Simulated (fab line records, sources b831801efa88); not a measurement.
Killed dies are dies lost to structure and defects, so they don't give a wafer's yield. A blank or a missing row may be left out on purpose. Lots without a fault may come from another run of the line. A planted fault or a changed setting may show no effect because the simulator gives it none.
Which tool did it? | flow sky130 | 11 lots, 33 wafers sampled, at 4 steps of a route of 708

WHAT THE GAUGES READ, wafer by wafer
SKY_POLY_GATE_THK_MEAS_01.
lot  | measured     | on            | POLY_GATE_CVD_00_THK (nm)
L726 | day 13 18:35 | film_metro-03 | 182.0 182.9 181.9
L728 | day 14 11:46 | film_metro-04 | 179.8 178.9 179.0
L729 | day 14 20:06 | film_metro-04 | 125.4 125.8 125.5 125.5 125.8 125.4
L730 | day 15 07:39 | film_metro-03 | 122.9 124.3 125.7 122.9 124.4 125.7
L739 | day 18 09:25 | film_metro-04 | 177.9 178.2 177.9
L740 | day 18 19:29 | film_metro-03 | 180.6 179.4 179.8
L741 | day 19 08:17 | film_metro-02 | 176.3 177.7 177.8
L744 | day 20 02:12 | film_metro-02 | 179.3 179.5 180.1
L747 | day 21 00:16 | film_metro-03 | 177.1 177.4 178.8
L748 | day 21 14:44 | film_metro-03 | 177.8 179.3 178.3
L749 | day 23 05:32 | film_metro-02 | 181.8 180.3 181.2

WHICH TOOL RAN EACH LOT (tool, then ch and the chambers of the sampled wafers, then the start)
lot  | SKY_FIELD_ISO_ETCH_17           | SKY_NWELL_STRIP_14                   | SKY_POLY_GATE_CVD_00
L726 | rie_si-02 ch 1,3, day 2 08:30   | plasma_asher-01 ch 0, day 4 13:52    | lpcvd-01 ch 1, day 13 17:22
L728 | rie_si-01 ch 0,3, day 2 17:41   | plasma_asher-01 ch 0,1, day 5 03:19  | lpcvd-01 ch 1, day 14 10:32
L729 | rie_si-02 ch 0,1,3, day 2 21:44 | plasma_asher-04 ch 0,1, day 5 06:31  | lpcvd-01 ch 1, day 14 18:54
L730 | rie_si-02 ch 0,1,3, day 3 06:05 | plasma_asher-04 ch 0,1, day 5 14:17  | lpcvd-01 ch 1, day 15 06:27
L739 | rie_si-01 ch 0,1,2, day 4 23:26 | plasma_asher-03 ch 0,1, day 7 16:16  | lpcvd-01 ch 1, day 18 08:13
L740 | rie_si-02 ch 0,1,2, day 5 08:29 | plasma_asher-04 ch 0,1, day 8 01:31  | lpcvd-01 ch 0, day 18 18:17
L741 | rie_si-02 ch 0,1,3, day 5 12:29 | plasma_asher-03 ch 0,1, day 8 06:02  | lpcvd-01 ch 0, day 19 07:04
L744 | rie_si-02 ch 0,2,3, day 6 01:56 | plasma_asher-03 ch 0,1, day 8 22:08  | lpcvd-01 ch 0, day 20 01:00
L747 | rie_si-02 ch 0,1, day 6 18:53   | plasma_asher-04 ch 0,1, day 9 13:55  | lpcvd-01 ch 1, day 20 22:28
L748 | rie_si-01 ch 0,2, day 7 02:23   | plasma_asher-03 ch 0,1, day 9 21:44  | lpcvd-01 ch 0, day 21 13:32
L749 | rie_si-01 ch 0,2,3, day 7 06:29 | plasma_asher-04 ch 0,1, day 10 06:04 | lpcvd-01 ch 0, day 23 03:43
- SKY_FIELD_ISO_ETCH_17: etches Si in HBr/Cl2/O2, target depth 342 nm, time 97.7 s.
- SKY_NWELL_STRIP_14: strips in O2/N2.
- SKY_POLY_GATE_CVD_00: deposits poly-Si, target thk 180 nm, time 720 s.

THE ANSWER, worked out from the rows above alone
Rule: what is usual is taken from the lots themselves. Put in order of their means at a reading, lots are off if they are a third of the lots or fewer, leave a main group of 4 or more, and stand apart from it by a gap of 3 or more times the standard deviation of the main group's means; of several such gaps the widest counts. A main group whose means are all the same, to the digits that the tables above print for the reading, isn't used. A lot without any number at a reading at which 4 lots or more have one is off too. The other lots that the step has rows for count as sound.
Off: L729, L730, at SKY_POLY_GATE_THK_MEAS_01 (POLY_GATE_CVD_00_THK). The main group: mean 179.3 nm, standard deviation 1.5.
A tool fits if, at a process step before that reading, it ran every lot that is off, and no sound lot after the first of them. The gauges at SKY_POLY_GATE_THK_MEAS_01 are tried like those tools. None of those tried fits.

WHAT THE SIMULATOR HAD PUT IN
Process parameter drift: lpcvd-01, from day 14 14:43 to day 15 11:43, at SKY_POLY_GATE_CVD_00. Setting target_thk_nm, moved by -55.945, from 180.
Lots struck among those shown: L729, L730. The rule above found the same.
